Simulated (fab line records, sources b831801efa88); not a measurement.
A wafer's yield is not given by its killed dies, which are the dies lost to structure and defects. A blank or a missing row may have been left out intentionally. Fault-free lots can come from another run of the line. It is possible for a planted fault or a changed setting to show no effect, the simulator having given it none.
What tool caused it? + flow gf180mcu + Sampling: 12 lots, 36 wafers, 5 of 602 route steps

WHAT EACH GAUGE READ, for each wafer
GF_V5_RS_MEAS_24: a four-point-probe measurement. Usual: for V5_W_RS the level is 0.326 ohm/sq and the standard deviation is 0.0045.
| lot  | measured     | on           | V5_W_RS (ohm/sq)  | flag |
|------|--------------|--------------|-------------------|------|
| L624 | day 27 11:10 | filmMetro-01 | 0.318 0.316 0.318 |      |
| L625 | day 27 12:08 | filmMetro-02 | 0.332 0.327 0.328 |      |
| L626 | day 28 00:14 | filmMetro-04 | 0.324 0.330 0.320 |      |
| L627 | day 28 03:52 | filmMetro-01 | 0.321 0.327 0.320 |      |
| L633 | day 30 04:06 | filmMetro-04 | 0.324 0.326 0.320 |      |
| L635 | day 30 14:23 | filmMetro-01 | 0.326 0.325 0.329 |      |
| L639 | day 31 17:43 | filmMetro-02 | 0.335 0.326 0.321 |      |
| L640 | day 32 01:00 | filmMetro-04 | 0.329 0.324 0.331 |      |
| L643 | day 32 22:11 | filmMetro-01 | 0.323 0.326 0.323 |      |
| L644 | day 33 01:25 | filmMetro-01 | 0.328 0.320 0.320 |      |
| L645 | day 33 04:03 | filmMetro-01 | 0.317 0.329 0.320 |      |
| L646 | day 33 12:37 | filmMetro-02 | 0.331 0.325 0.323 |      |

EACH LOT AND THE TOOL THAT RAN IT (in order: tool; ch and the chambers of the sampled wafers; start)
| lot  | GF_V5_CVD_02                    | GF_V5_COAT_09                    | GF_V5_PEB_12                                | GF_V5_STRIP_18                      |
|------|---------------------------------|----------------------------------|---------------------------------------------|-------------------------------------|
| L624 | pecvd-03 ch 0,1,2, day 26 12:23 | lithoTrack-03 ch 0, day 26 23:00 | lithoTrack-04 ch 0, day 27 10:25 or earlier | plasmaAsher-04 ch 0,1, day 27 10:25 |
| L625 | pecvd-02 ch 0,1,2, day 26 13:23 | lithoTrack-03 ch 0, day 27 00:00 | lithoTrack-03 ch 0, day 27 11:23 or earlier | plasmaAsher-01 ch 0,1, day 27 11:23 |
| L626 | pecvd-02 ch 0,1,2, day 27 03:06 | lithoTrack-01 ch 0, day 27 13:00 | lithoTrack-03 ch 0, day 27 23:29 or earlier | plasmaAsher-03 ch 0,1, day 27 23:29 |
| L627 | pecvd-03 ch 0,1,2, day 27 06:18 | lithoTrack-03 ch 0, day 27 16:00 | lithoTrack-03 ch 0, day 28 03:02 or earlier | plasmaAsher-01 ch 0,1, day 28 03:02 |
| L633 | pecvd-03 ch 0,1, day 29 07:58   | lithoTrack-03 ch 0, day 29 17:00 | lithoTrack-01 ch 0, day 30 03:21 or earlier | plasmaAsher-04 ch 0,1, day 30 03:21 |
| L635 | pecvd-02 ch 0,1, day 29 18:23   | lithoTrack-03 ch 0, day 30 04:00 | lithoTrack-04 ch 0, day 30 13:38 or earlier | plasmaAsher-03 ch 0,1, day 30 13:38 |
| L639 | pecvd-04 ch 0,1,2, day 30 22:11 | lithoTrack-01 ch 0, day 31 07:00 | lithoTrack-04 ch 0, day 31 16:58 or earlier | plasmaAsher-03 ch 0,1, day 31 16:58 |
| L640 | pecvd-04 ch 0,1,2, day 31 05:46 | lithoTrack-04 ch 0, day 31 14:00 | lithoTrack-01 ch 0, day 32 00:13 or earlier | plasmaAsher-03 ch 0,1, day 32 00:13 |
| L643 | pecvd-04 ch 1,2, day 32 04:35   | lithoTrack-01 ch 0, day 32 12:00 | lithoTrack-03 ch 0, day 32 21:25 or earlier | plasmaAsher-04 ch 0,1, day 32 21:25 |
| L644 | pecvd-03 ch 0,2, day 32 06:44   | lithoTrack-04 ch 0, day 32 15:00 | lithoTrack-03 ch 0, day 33 00:40 or earlier | plasmaAsher-04 ch 0,1, day 33 00:40 |
| L645 | pecvd-02 ch 0,2, day 32 10:41   | lithoTrack-04 ch 0, day 32 19:00 | lithoTrack-01 ch 0, day 33 03:18 or earlier | plasmaAsher-01 ch 0,1, day 33 03:18 |
| L646 | pecvd-02 ch 0,1, day 32 18:57   | lithoTrack-04 ch 0, day 33 03:00 | lithoTrack-01 ch 0, day 33 11:45 or earlier | plasmaAsher-04 ch 0,1, day 33 11:45 |
- GF_V5_CVD_02: deposits SiO2 from TEOS, target thk 1450 nm, time 163.28 s.
- GF_V5_COAT_09: resist thk 1000 nm.
- GF_V5_PEB_12: peb time 92.22 s.
- GF_V5_STRIP_18: strips in O2/N2.

WHAT THE TOOLS THEMSELVES READ (means of the sampled wafers that have a number; where no wafer has one, the mark that the record gives instead)
GF_V5_CVD_02. Usual: 657 W for heaterPowerW, sd 100.
| lot  | tool     | heaterPowerW (W) | flag |
|------|----------|------------------|------|
| L624 | pecvd-03 | 687              |      |
| L625 | pecvd-02 | 672              |      |
| L626 | pecvd-02 | 641              |      |
| L627 | pecvd-03 | 704              |      |
| L633 | pecvd-03 | 791              |      |
| L635 | pecvd-02 | 610              |      |
| L639 | pecvd-04 | 636              |      |
| L640 | pecvd-04 | 581              |      |
| L643 | pecvd-04 | 663              |      |
| L644 | pecvd-03 | 684              |      |
| L645 | pecvd-02 | 687              |      |
| L646 | pecvd-02 | 601              |      |

GF_V5_COAT_09. Usual: 45.1 Pa for exhaustPa, sd 0.9.
| lot  | tool          | exhaustPa (Pa) | flag |
|------|---------------|----------------|------|
| L624 | lithoTrack-03 | 46.0           |      |
| L625 | lithoTrack-03 | 44.6           |      |
| L626 | lithoTrack-01 | 45.0           |      |
| L627 | lithoTrack-03 | 44.8           |      |
| L633 | lithoTrack-03 | 45.3           |      |
| L635 | lithoTrack-03 | 43.3           |      |
| L639 | lithoTrack-01 | 45.3           |      |
| L640 | lithoTrack-04 | 44.3           |      |
| L643 | lithoTrack-01 | 46.1           |      |
| L644 | lithoTrack-04 | 46.2           |      |
| L645 | lithoTrack-04 | 44.3           |      |
| L646 | lithoTrack-04 | 44.9           |      |

GF_V5_PEB_12. Usual: exhaustPa 45.1 Pa, standard deviation 0.85; plateSensorTCentreC 136.13 C, standard deviation 0.0094; plateSensorTEdgeC 136.29 C, standard deviation 0.011.
| lot  | tool          | exhaustPa (Pa) | plateSensorTCentreC (C) | plateSensorTEdgeC (C) | flag |
|------|---------------|----------------|-------------------------|-----------------------|------|
| L624 | lithoTrack-04 | 45.1           | 136.13                  | 136.30                |      |
| L625 | lithoTrack-03 | 46.5           | 136.12                  | 136.30                |      |
| L626 | lithoTrack-03 | 45.2           | 136.14                  | 136.29                |      |
| L627 | lithoTrack-03 | 45.1           | 136.13                  | 136.29                |      |
| L633 | lithoTrack-01 | 45.7           | 136.13                  | 136.30                |      |
| L635 | lithoTrack-04 | 45.3           | 136.13                  | 136.30                |      |
| L639 | lithoTrack-04 | 45.1           | 136.14                  | 136.29                |      |
| L640 | lithoTrack-01 | 45.9           | 136.13                  | 136.31                |      |
| L643 | lithoTrack-03 | 45.2           | 136.13                  | 136.30                |      |
| L644 | lithoTrack-03 | 46.1           | 136.13                  | 136.30                |      |
| L645 | lithoTrack-01 | 44.5           | 136.13                  | 136.30                |      |
| L646 | lithoTrack-01 | 44.0           | 136.12                  | 136.29                |      |

GF_V5_STRIP_18. Usual: drypumpMotorCurrentA 5.8 A, standard deviation 0.6; heaterPowerW 347 W, standard deviation 42; o2FlowSccm 2999 sccm, standard deviation 9.1; oesProductAu 0.568 a.u., standard deviation 0.0055.
| lot  | tool           | drypumpMotorCurrentA (A) | heaterPowerW (W) | o2FlowSccm (sccm) | oesProductAu (a.u.) | flag |
|------|----------------|--------------------------|------------------|-------------------|---------------------|------|
| L624 | plasmaAsher-04 | 6.4                      | 395              | 3007              | 0.571               |      |
| L625 | plasmaAsher-01 | 5.8                      | 331              | 3000              | 0.573               |      |
| L626 | plasmaAsher-03 | 5.4                      | 313              | 2999              | 0.559               |      |
| L627 | plasmaAsher-01 | 6.1                      | 340              | 3001              | 0.566               |      |
| L633 | plasmaAsher-04 | 6.3                      | 401              | 3005              | 0.601               | OFF  |
| L635 | plasmaAsher-03 | 5.1                      | 303              | 3003              | 0.599               | OFF  |
| L639 | plasmaAsher-03 | 5.4                      | 317              | 2999              | 0.571               |      |
| L640 | plasmaAsher-03 | 5.4                      | 309              | 3008              | 0.571               |      |
| L643 | plasmaAsher-04 | 6.3                      | 404              | 2995              | 0.566               |      |
| L644 | plasmaAsher-04 | 6.3                      | 398              | 2997              | 0.565               |      |
| L645 | plasmaAsher-01 | 5.7                      | 324              | 2993              | 0.575               |      |
| L646 | plasmaAsher-04 | 6.4                      | 399              | 3000              | 0.568               |      |

THE ANSWER, worked out from the rows above alone
Rule: a lot is off if the mean of its wafers that have a number lies more than 3 standard deviations from the usual mean. A lot without any number at a reading at which 4 lots or more have one is off too. All remaining lots with rows at the step are treated as sound. The gauges are gone through in route order, then the tools' own readings, and for those a lot's mean is taken as printed above. At the first step where some lot is off, the reading lying furthest off is the one used; lots without a number count as furthest.
Off at GF_V5_STRIP_18 (oesProductAu): L633, L635.
A tool fits if, at that step or a process step before it, it ran every lot that is off, and no sound lot after the first of them. With no start given for some of its lots, GF_V5_PEB_12 uses the hours and lot order of GF_V5_STRIP_18. One fits: GF_V5_COAT_09 on lithoTrack-03. A fault onset in the window from L627 (day 27 16:00, its last sound lot) to L633 (day 29 17:00, its first lot off) fits.

WHAT THE SIMULATOR PUT IN
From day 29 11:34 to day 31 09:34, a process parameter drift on lithoTrack-03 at GF_V5_COAT_09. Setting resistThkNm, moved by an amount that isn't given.
Struck lots among those shown: L633, L635. The rule above found the same.
